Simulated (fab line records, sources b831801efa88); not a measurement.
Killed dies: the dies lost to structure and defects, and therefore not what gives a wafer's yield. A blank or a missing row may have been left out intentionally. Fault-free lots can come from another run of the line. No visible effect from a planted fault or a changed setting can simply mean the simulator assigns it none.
Which tool is to blame? || flow sky130 || 21 wafers from 7 lots sampled at 2 of the route's 708 steps

## WHAT THE GAUGES SHOWED, per wafer
SKY_VIA4_OVL_MEAS_11.
{"lot": "L633", "measured": "day 43 04:16", "on": "overlay-01", "VIA4_OVL (nm)": "1.5 -0.6 0.3"}
{"lot": "L638", "measured": "day 44 22:29", "on": "overlay-02", "VIA4_OVL (nm)": "-1.1 1.2 0.8"}
{"lot": "L643", "measured": "day 46 06:58", "on": "overlay-02", "VIA4_OVL (nm)": "1.7 2.0 0.1"}
{"lot": "L646", "measured": "day 46 13:10", "on": "overlay-01", "VIA4_OVL (nm)": "1.6 0.9 0.7"}
{"lot": "L648", "measured": "day 47 07:06", "on": "overlay-02", "VIA4_OVL (nm)": "0.7 -0.6 0.4"}
{"lot": "L651", "measured": "day 47 14:01", "on": "overlay-01", "VIA4_OVL (nm)": "- - -"}
{"lot": "L653", "measured": "day 48 16:31", "on": "overlay-02", "VIA4_OVL (nm)": "-0.3 -1.1 -0.4"}

## WHAT TOOL EACH LOT RAN ON (gives the tool, then ch and the chambers of the sampled wafers, and finally the start)
{"lot": "L633", "SKY_VIA4_DEVELOP_10": "litho track-04 ch 0, day 43 04:07"}
{"lot": "L638", "SKY_VIA4_DEVELOP_10": "litho track-03 ch 0, day 44 22:20"}
{"lot": "L643", "SKY_VIA4_DEVELOP_10": "litho track-01 ch 0, day 46 06:50"}
{"lot": "L646", "SKY_VIA4_DEVELOP_10": "litho track-04 ch 0, day 46 13:01"}
{"lot": "L648", "SKY_VIA4_DEVELOP_10": "litho track-03 ch 0, day 47 06:58"}
{"lot": "L651", "SKY_VIA4_DEVELOP_10": "litho track-01, day 47 13:55"}
{"lot": "L653", "SKY_VIA4_DEVELOP_10": "litho track-04 ch 0, day 48 16:22"}
- SKY_VIA4_DEVELOP_10: develop time 60 s.

## THE ANSWER, worked out from the rows above alone
Rule: what is usual is taken from the lots themselves. Put in order of their means at a reading, lots are off if they are a third of the lots or fewer, leave a main group of 4 or more, and stand apart from it by a gap of 3 or more times the standard deviation of the main group's means; of several such gaps the widest counts. A main group whose means are all the same, to the digits that the tables above print for the reading, isn't used. Also off: a lot with no number at a reading for which 4 or more lots have one. All remaining lots with rows at the step are treated as sound.
Off: at SKY_VIA4_OVL_MEAS_11 (VIA4_OVL), L651. Without a number there: L651. The main group has a mean of 0.4 nm with a standard deviation of 0.61.
If a tool, at a process step before that reading, ran all the lots that are off and no sound lot after the first of them, it fits. The gauges at SKY_VIA4_OVL_MEAS_11 are tried like those tools. This does not decide it: 2 tools fit, namely litho track-01 at SKY_VIA4_DEVELOP_10 and overlay-01 at SKY_VIA4_OVL_MEAS_11.

## WHAT HAD BEEN PUT IN BY THE SIMULATOR
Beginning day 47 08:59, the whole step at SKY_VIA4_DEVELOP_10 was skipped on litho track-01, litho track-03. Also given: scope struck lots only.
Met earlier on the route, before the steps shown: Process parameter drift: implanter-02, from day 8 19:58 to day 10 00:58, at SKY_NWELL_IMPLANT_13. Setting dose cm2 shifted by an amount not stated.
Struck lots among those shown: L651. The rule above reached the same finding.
